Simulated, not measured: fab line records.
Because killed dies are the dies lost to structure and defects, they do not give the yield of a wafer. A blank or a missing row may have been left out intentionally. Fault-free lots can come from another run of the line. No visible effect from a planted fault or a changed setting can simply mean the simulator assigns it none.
Comparing a struck lot with a sound one -- flow sky130 -- 18 out of 708 route steps
Sound: wafers L733.2, L733.3, L733.5. Struck: wafer L742.6. (L742.4, L742.5 of the same lot were not struck and are left out.) The cause comes at the end.
Each step with rows lists, per side, the tool, then ch with its chambers, then its first start. Under that, the readings that differ: sound wafers -- struck wafers -- difference of the means -- sigmas: that difference in standard deviations of wafers without a fault.
alike: words and numbers the same on both sides, and readings whose means are apart by under 2 such deviations; not compared: readings that were withheld, readings missing a value for some wafer, numbers with overlapping values and no deviation given by the record, and bounds like >300 which may hide the same value.
The two part at a step that has a row with sigmas, a row that says differs or no value, or rows on one side only. Numbers that have no deviation but don't overlap get no sigmas and don't part them. A reading that every wafer of one side lacks parts them only if that side has two wafers or more.

SKY_GATE_OXIDE_STRIP_13: strips in O2/N2.
  sound on plasmaAsher-01 ch 1, day 15 16:12; struck on plasmaAsher-03 ch 1, day 18 22:47
  alike: drypumpMotorCurrentA, oesProductAu, stripTimeToEndpointS
  not compared: rfHoursCounterH
SKY_GATE_OXIDE_TW_MEAS_14:
  struck on filmMetro-02, day 18 22:53; sound on filmMetro-04, day 15 16:19
  alike: GATE_OXIDE_TW
then, 3 steps without rows for these wafers: SKY_GATE_OXIDE_CLEAN_15 (cleans in SC1/SC2, time 150 s); SKY_GATE_OXIDE_OXIDATION_16 (stabilise 600 s, purge 300 s, target thk 3.57 nm); SKY_POLY_GATE_CVD_00 (deposits poly-Si, target thk 180 nm, time 720 s).
SKY_POLY_GATE_THK_MEAS_01:
  struck on filmMetro-02, day 19 06:30; sound on filmMetro-02, day 15 20:09
  alike: POLY_GATE_CVD_00_THK
then, 6 steps without rows for these wafers: SKY_RES_PROTECT_DEHYDRATE_00 (time 60 s); SKY_RES_PROTECT_HMDS_01 (prime time 60 s); SKY_RES_PROTECT_COAT_02 (resist thk 1140 nm); SKY_RES_PROTECT_SOFTBAKE_03 (time 60 s); SKY_RES_PROTECT_EXPOSE_04 (exposes mask RPM, target cd 1270 nm); SKY_RES_PROTECT_PEB_05.
SKY_RES_PROTECT_DEVELOP_06: develop time 60 s.
  sound on lithoTrack-01 ch 0, day 16 23:55; struck on lithoTrack-04 ch 0, day 20 13:49
next, for these wafers, 1 step has no rows: SKY_POLY_GATE_IMPLANT_02.
SKY_RES_PROTECT_STRIP_07: strips in O2/N2.
  sound on plasmaAsher-04 ch 0,1, day 17 00:12; struck on plasmaAsher-04 ch 0, day 20 14:04
  alike: drypumpMotorCurrentA, oesProductAu, stripTimeToEndpointS
  not compared: rfHoursCounterH
SKY_RES_PROTECT_TW_MEAS_08:
  struck on filmMetro-03, day 20 14:12; sound on filmMetro-04, day 17 00:19
reading,sound,struck,difference,sigmas
POLY_GATE_TW,4079 4087 4067,79,-3999,-99 or more
then, 1 step without rows for these wafers: SKY_RES_PROTECT_CLEAN_09 (cleans in SC1/SC2, time 150 s).
-- record jumps: 29 days separate the struck wafers' starts on either side; left off in module RES_PROTECT, taken up again in module PAD_OPEN, whose first shown step is the route's number 708 --
SKY_PAD_OPEN_PROBE_99:
  struck on prober-01, day 49 19:43; sound on prober-01, day 47 14:23
reading,sound,struck,difference,sigmas
killed_at_M0_to_M3,39 29 30,50,+17,+2
killed_at_M4_up,2 2 2,6,+4,+2
killedAtOther,1 0 0,229,+229,+99 or more
killedDies,79 68 70,315,+243,+26
killedOnRim,18 9 12,35,+22,+6
killedShort,36 27 30,45,+14,+2
  alike: killedAtContacts, killedAtFrontEnd, killedOpen

== WHERE THEY PART ==
Earliest at SKY_RES_PROTECT_TW_MEAS_08; latest, in this record, at SKY_PAD_OPEN_PROBE_99.

WHY: the cause the simulator had injected
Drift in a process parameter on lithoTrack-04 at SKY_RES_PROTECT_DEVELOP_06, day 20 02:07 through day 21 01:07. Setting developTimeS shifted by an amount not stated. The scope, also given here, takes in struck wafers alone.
